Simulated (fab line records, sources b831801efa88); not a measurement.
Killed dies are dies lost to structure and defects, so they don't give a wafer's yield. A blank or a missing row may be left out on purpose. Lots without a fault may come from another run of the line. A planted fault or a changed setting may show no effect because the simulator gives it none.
Which tool did it? | flow gf180mcu | 14 lots, 42 wafers sampled, at 3 steps of a route of 602

WHAT THE GAUGES READ, wafer by wafer
GF_VT_IMPLANT_TW_MEAS_43.
lot  | measured     | on            | VT_IMPLANT_4_TW
L748 | day 7 14:18  | film_metro-04 | 688 685 690
L749 | day 7 17:36  | film_metro-02 | 683 681 674
L750 | day 8 00:22  | film_metro-02 | 682 683 682
L751 | day 8 09:58  | film_metro-03 | 691 696 696
L752 | day 8 13:13  | film_metro-03 | 697 694 692
L753 | day 8 23:30  | film_metro-03 | 691 692 690
L754 | day 9 03:43  | film_metro-04 | 689 686 684
L756 | day 9 17:28  | film_metro-02 | 688 692 685
L760 | day 10 21:33 | film_metro-02 | 686 687 682
L762 | day 11 09:37 | film_metro-04 | 685 684 685
L763 | day 11 20:20 | film_metro-02 | 686 686 686
L767 | day 12 20:45 | film_metro-04 | 692 691 691
L769 | day 13 09:43 | film_metro-03 | 692 695 692
L770 | day 13 17:23 | film_metro-02 | 685 684 684

WHICH TOOL RAN EACH LOT (tool, then ch and the chambers of the sampled wafers, then the start)
lot  | GF_STI_WET_ETCH_27             | GF_VT_IMPLANT_STRIP_20
L748 | wet_bench-01 ch 1, day 2 05:30 | plasma_asher-01 ch 1, day 6 06:21
L749 | wet_bench-04 ch 0, day 2 09:35 | plasma_asher-01 ch 0,1, day 6 09:25
L750 | wet_bench-02 ch 0, day 2 13:23 | plasma_asher-02 ch 0,1, day 6 16:16
L751 | wet_bench-04 ch 2, day 2 20:22 | plasma_asher-02 ch 0,1, day 7 01:09
L752 | wet_bench-01 ch 0, day 3 00:12 | plasma_asher-02 ch 0,1, day 7 04:56
L753 | wet_bench-02 ch 3, day 3 05:33 | plasma_asher-01 ch 0,1, day 7 14:24
L754 | wet_bench-04 ch 0, day 3 11:17 | plasma_asher-02 ch 0,1, day 7 19:04
L756 | wet_bench-04 ch 2, day 3 20:44 | plasma_asher-03 ch 0,1, day 8 07:36
L760 | wet_bench-04 ch 3, day 4 17:43 | plasma_asher-03 ch 0,1, day 9 10:03
L762 | wet_bench-04 ch 1, day 5 03:01 | plasma_asher-03 ch 0,1, day 9 22:38
L763 | wet_bench-04 ch 0, day 5 10:44 | plasma_asher-03 ch 0,1, day 10 08:14
L767 | wet_bench-01 ch 3, day 6 05:07 | plasma_asher-02 ch 0,1, day 11 06:39
L769 | wet_bench-01 ch 1, day 6 16:19 | plasma_asher-01 ch 1, day 11 19:18
L770 | wet_bench-02 ch 0, day 6 20:56 | plasma_asher-03 ch 0,1, day 12 00:53
- GF_STI_WET_ETCH_27: etches Si3N4 in H3PO4, target depth 160 nm, time 1825 s.
- GF_VT_IMPLANT_STRIP_20: strips in O2/N2.

WHAT THE TOOLS THEMSELVES READ (means of the sampled wafers that have a number; where no wafer has one, the mark that the record gives instead)
GF_STI_WET_ETCH_27.
lot  | tool         | bath_heat_duty_pct (%) | run_length_s (s)
L748 | wet_bench-01 | 23.6                   | 1851
L749 | wet_bench-04 | 27.0                   | 1857
L750 | wet_bench-02 | 25.8                   | 1858
L751 | wet_bench-04 | 23.0                   | 1859
L752 | wet_bench-01 | 27.7                   | 1850
L753 | wet_bench-02 | 26.8                   | 1860
L754 | wet_bench-04 | 26.5                   | 1857
L756 | wet_bench-04 | 23.3                   | 1853
L760 | wet_bench-04 | 26.5                   | 1760
L762 | wet_bench-04 | 28.0                   | 1761
L763 | wet_bench-04 | 26.6                   | 1760
L767 | wet_bench-01 | 25.3                   | 1859
L769 | wet_bench-01 | 24.2                   | 1852
L770 | wet_bench-02 | 25.2                   | 1857

GF_VT_IMPLANT_STRIP_20.
lot  | tool            | drypump_motor_current_A (A) | heater_power_w (W) | oes_product_au (a.u.) | strip_time_to_endpoint_s (s)
L748 | plasma_asher-01 | 4.9                         | 312                | 0.714                 | 12.67
L749 | plasma_asher-01 | 5.4                         | 307                | 0.713                 | 12.67
L750 | plasma_asher-02 | 6.0                         | 279                | 0.717                 | 12.63
L751 | plasma_asher-02 | 6.0                         | 279                | 0.710                 | 12.64
L752 | plasma_asher-02 | 6.0                         | 273                | 0.717                 | 12.64
L753 | plasma_asher-01 | 5.9                         | 315                | 0.717                 | 12.66
L754 | plasma_asher-02 | 5.4                         | 294                | 0.716                 | 12.57
L756 | plasma_asher-03 | 6.0                         | 295                | 0.713                 | 12.60
L760 | plasma_asher-03 | 5.9                         | 302                | 0.714                 | 12.58
L762 | plasma_asher-03 | 5.9                         | 290                | 0.717                 | 12.61
L763 | plasma_asher-03 | 5.8                         | 302                | 0.718                 | 12.62
L767 | plasma_asher-02 | 6.0                         | 275                | 0.717                 | 12.63
L769 | plasma_asher-01 | 4.9                         | 312                | 0.715                 | 12.65
L770 | plasma_asher-03 | 5.8                         | 303                | 0.718                 | 12.64

THE ANSWER, worked out from the rows above alone
Rule: what is usual is taken from the lots themselves. Put in order of their means at a reading, lots are off if they are a third of the lots or fewer, leave a main group of 4 or more, and stand apart from it by a gap of 3 or more times the standard deviation of the main group's means; of several such gaps the widest counts. A main group whose means are all the same, to the digits that the tables above print for the reading, isn't used. A lot without any number at a reading at which 4 lots or more have one is off too. The other lots that the step has rows for count as sound. The gauges are gone through in route order, then the tools' own readings, and for those a lot's mean is taken as printed above. The first step at which some lot is off is used, and at that step the reading that is off furthest; a lot without a number counts as furthest.
Off: L760, L762, L763, at GF_STI_WET_ETCH_27 (run_length_s). The main group: mean 1856 s, standard deviation 3.4.
A tool fits if, at that step or a process step before it, it ran every lot that is off, and no sound lot after the first of them. One fits: wet_bench-04 at GF_STI_WET_ETCH_27. Its last sound lot is L756 (day 3 20:44), its first lot that is off L760 (day 4 17:43): a fault that began between those two fits.
The tool's own readings at GF_STI_WET_ETCH_27 bear it out: on the lots that are off they differ by more than 5 times the standard deviation of the sound lots' means. run_length_s reads 1760 s there against 1856 s on the sound lots.

WHAT THE SIMULATOR HAD PUT IN
Process parameter drift: wet_bench-04, from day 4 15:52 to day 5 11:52, at GF_STI_WET_ETCH_27. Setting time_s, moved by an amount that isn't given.
Lots struck among those shown: L760, L762, L763. The rule above found the same.
